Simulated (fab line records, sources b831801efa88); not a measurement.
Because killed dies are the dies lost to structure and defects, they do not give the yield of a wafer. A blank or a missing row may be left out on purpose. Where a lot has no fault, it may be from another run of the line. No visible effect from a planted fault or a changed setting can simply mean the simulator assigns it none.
Matching of chambers :: flow gf180mcu :: GF_CONTACT_CMP_27 on cmp-02: 4 sister chambers
The step polishes, stops on SiO2, t overpolish 15 s, target thk 0 nm. 4 wafers are shown with their chamber, then 7 later ones without.

== WAFERS PAIRED WITH THEIR CHAMBERS ==
wafer: L294.3
chamber: 1
motor_current_A (A): 11.3

wafer: L302.3
chamber: 0
motor_current_A (A): 11.0

wafer: L305.3
chamber: 2
motor_current_A (A): 12.4

wafer: L305.4
chamber: 3
motor_current_A (A): 12.3

== WAFERS WITHOUT THEIR CHAMBER ==
wafer: L305.5
motor_current_A (A): 10.9

wafer: L307.2
motor_current_A (A): 12.8

wafer: L307.3
motor_current_A (A): 10.7

wafer: L307.5
motor_current_A (A): 10.9

wafer: L309.2
motor_current_A (A): 12.1

wafer: L309.5
motor_current_A (A): 12.7

wafer: L309.6
motor_current_A (A): 11.1

== WHICH CHAMBER EACH WENT THROUGH ==
wafer: L305.5
from the rows above: can't be placed: 0 or 1
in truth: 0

wafer: L307.2
from the rows above: can't be placed: 2 or 3
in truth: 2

wafer: L307.3
from the rows above: can't be placed: 0 or 1
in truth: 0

wafer: L307.5
from the rows above: can't be placed: 0 or 1
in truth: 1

wafer: L309.2
from the rows above: can't be placed: 3 or 2
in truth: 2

wafer: L309.5
from the rows above: can't be placed: 2 or 3
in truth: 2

wafer: L309.6
from the rows above: can't be placed: 0 or 1
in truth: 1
0 of 7 placed correctly. Unplaceable from these rows: 7, with the true chamber sitting among the candidates in 7. Placed wrongly: 0.
How it was worked out, from the rows above alone: a wafer's distance from a chamber is the root of the sum, over the readings, of the square of ((its reading less the chamber's mean) divided by the reading's scatter). If the next closest chamber is less than 2 further off than the closest, the wafer can't be placed; otherwise it belongs to the closest. For every chamber, the mean is computed from those of its wafers that are shown. The scatter: root of mean squared gap, hidden wafer to nearest shown wafer, with one shown wafer a chamber.
